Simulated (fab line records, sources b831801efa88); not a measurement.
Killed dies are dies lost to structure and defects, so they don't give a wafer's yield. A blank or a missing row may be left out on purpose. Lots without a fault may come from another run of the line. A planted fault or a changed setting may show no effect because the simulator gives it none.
One fault seen from 2 desks | flow sky130 | each desk has only its own numbers; what lay behind them comes last

THE METROLOGY DESK
What the gauges read, lot by lot, whatever tool the lot ran on: means of the sampled wafers that have a number. A lot is out of limits, marked OUT, if its mean lies more than 4 standard deviations from the usual mean; the brackets give that distance.
Columns: A = cd_nm at SKY_METAL2_CD_MEAS_15, usual 140.2 nm; B = VIA2_BOW at SKY_VIA2_BOW_MEAS_03, usual 87 um
lot  | first seen here | A     | B
L645 | day 34 21:40    | 140.1 | 85
L648 | day 36 09:55    | 140.1 | 93
L650 | day 36 18:53    | 141.8 | 84
L651 | day 37 05:10    | 142.3 | 80
L652 | day 37 09:26    | 139.3 | 86
L654 | day 38 07:06    | 140.4 | 93
L655 | day 38 15:09    | 140.3 | 95
L659 | day 39 10:32    | 141.2 | 88
L661 | day 40 03:09    | 139.9 | 88
L662 | day 40 05:28    | 141.4 | 86
L663 | day 40 10:20    | 139.0 | 97
L664 | day 41 08:16    | 139.2 | 87
This desk's finding: nothing out of limits on any of the 12 lots.

THE TOOL OWNER'S DESK: litho_track-04
The tool's own readings at SKY_VIA2_SOFTBAKE_08 (time 90 s): means of the sampled wafers that have a number, for each lot that ran on this tool. A lot is out of limits, marked OUT, if its mean lies more than 4 standard deviations from the usual mean; the brackets give that distance.
Columns: A = heater_power_total_W at SKY_VIA2_SOFTBAKE_08, usual 57.36 W; B = run_length_s at SKY_VIA2_SOFTBAKE_08, usual 119.32 s
lot  | first seen here | A                | B
L648 | day 37 00:00    | 57.29            | 119.08
L661 | day 40 17:00    | 57.32            | 119.17
L662 | day 40 19:00    | 57.31            | 119.16
L663 | day 40 23:00    | 57.99 (+5.8) OUT | 116.12 (-20) OUT
L664 | day 41 21:00    | 57.98 (+5.6) OUT | 116.17 (-20) OUT
This desk's finding: out of limits on L663, L664; first on L663, day 40 23:00 (heater_power_total_W at SKY_VIA2_SOFTBAKE_08). In limits: L648, L661, L662.

PUT TOGETHER
The tool owner's desk could have raised an alarm at day 40 23:00, on L663, L664.
The metrology desk saw nothing out of limits.
The metrology desk has L663, L664 on record, within its limits.
Of the lots named, all ran SKY_VIA2_SOFTBAKE_08 on litho_track-04.

WHAT THE SIMULATOR HAD PUT IN
Process parameter drift: litho_track-04, from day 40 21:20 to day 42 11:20, at SKY_VIA2_SOFTBAKE_08. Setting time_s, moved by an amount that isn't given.
Lots struck among those shown: L663, L664.
Hours from the fault's start to each desk's first reading out of limits: the tool owner's desk, 2.
